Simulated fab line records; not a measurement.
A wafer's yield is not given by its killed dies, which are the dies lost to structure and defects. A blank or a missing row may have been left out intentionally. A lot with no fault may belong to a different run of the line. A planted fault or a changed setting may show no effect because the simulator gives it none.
A struck lot beside a sound one || flow sky130 || 15 steps out of a route of 708
Sound: the wafers L911.2, L911.5, L911.6. The struck wafers were L924.4, L924.5, L924.6. The cause comes at the end.
For every step that has rows: the tool of each side, followed by ch and its chambers, followed by its first start. Under that, the readings that differ: sound wafers || struck wafers || difference of the means || sigmas: that difference in standard deviations of wafers without a fault.
alike: readings whose means differ by less than 2 such deviations, and words and numbers that are the same on both sides. not compared: withheld readings, readings that some wafer has no value for, bounds like >300 that may hide the same value, and numbers for which the record gives no deviation and whose values overlap.
Wherever a step has rows on one side only, a row that says differs or no value, or a row with sigmas, the two part there. Non-overlapping numbers with no deviation appear without sigmas and do not part them. Lack of a reading on every wafer of one side parts them only where that side has two or more wafers.

first, 1 step without rows for these wafers: SKY_PASSIVATION_DEVELOP_10 (develop time 60 s).
SKY_PASSIVATION_ETCH_11: etches the open film in CF4/O2, stops on AlCu, target depth 725 nm, time 161.1 s.
  sound on rie-diel-01 ch 0,3, day 44 23:38; struck on rie-diel-03 ch 1,2,3, day 47 23:30
  alike: bias-w, chamber-pressure-mTorr, drypump-motor-current-A, oes-product-au, throttle-valve-pct
  not compared: rf-hours-counter-h
SKY_PASSIVATION_STRIP_12: strips in O2/N2.
  sound on plasma-asher-04 ch 0,1, day 44 23:44; struck on plasma-asher-02 ch 0,1, day 47 23:38
  alike: chamber-pressure-mTorr, drypump-motor-current-A, oes-product-au, strip-time-to-endpoint-s
  not compared: rf-hours-counter-h
then, 7 steps without rows for these wafers: SKY_PAD_OPEN_DEHYDRATE_00 (time 60 s); SKY_PAD_OPEN_HMDS_01 (prime time 60 s); SKY_PAD_OPEN_COAT_02 (resist thk 3000 nm); SKY_PAD_OPEN_SOFTBAKE_03; SKY_PAD_OPEN_EXPOSE_04 (exposes mask PDM, target cd 60000 nm); SKY_PAD_OPEN_PEB_05; SKY_PAD_OPEN_DEVELOP_06 (develop time 60 s).
SKY_PAD_OPEN_ETCH_07: etches the open film in CF4/O2, stops on AlCu, target depth 725 nm, time 161.1 s.
  sound on rie-diel-02 ch 0,1,2, day 45 21:06; struck on rie-diel-01 ch 1,2, day 48 17:32
  alike: bias-w, chamber-pressure-mTorr, drypump-motor-current-A, oes-product-au, throttle-valve-pct
  not compared: rf-hours-counter-h
SKY_PAD_OPEN_STRIP_08: strips in O2/N2.
  sound on plasma-asher-02 ch 0,1, day 45 21:13; struck on plasma-asher-02 ch 0,1, day 48 17:40
  alike: chamber-pressure-mTorr, drypump-motor-current-A, oes-product-au
  not compared: rf-hours-counter-h
SKY_PAD_OPEN_STRIP_09: strips in post etch residue remover, time 1200 s.
  sound on wet-bench-01 ch 1, day 45 21:19; struck on wet-bench-03 ch 0, day 48 17:44
{"reading": "run-length-s (s)", "sound": "1232 1232 1232", "struck": "1060 1060 1060", "difference": -172, "sigmas": -41}
  alike: bath-heat-duty-pct
then, 1 step without rows for these wafers: SKY_PAD_OPEN_CLEAN_10 (cleans in IPA, time 180 s).
SKY_PAD_OPEN_PROBE_99:
  the record holds rows for the sound wafers here (prober-02, day 45 23:31) but none for the struck ones

## WHERE THEY PART
First at SKY_PAD_OPEN_STRIP_09; last, within this record, at SKY_PAD_OPEN_PROBE_99.

WHY: the cause the simulator had injected
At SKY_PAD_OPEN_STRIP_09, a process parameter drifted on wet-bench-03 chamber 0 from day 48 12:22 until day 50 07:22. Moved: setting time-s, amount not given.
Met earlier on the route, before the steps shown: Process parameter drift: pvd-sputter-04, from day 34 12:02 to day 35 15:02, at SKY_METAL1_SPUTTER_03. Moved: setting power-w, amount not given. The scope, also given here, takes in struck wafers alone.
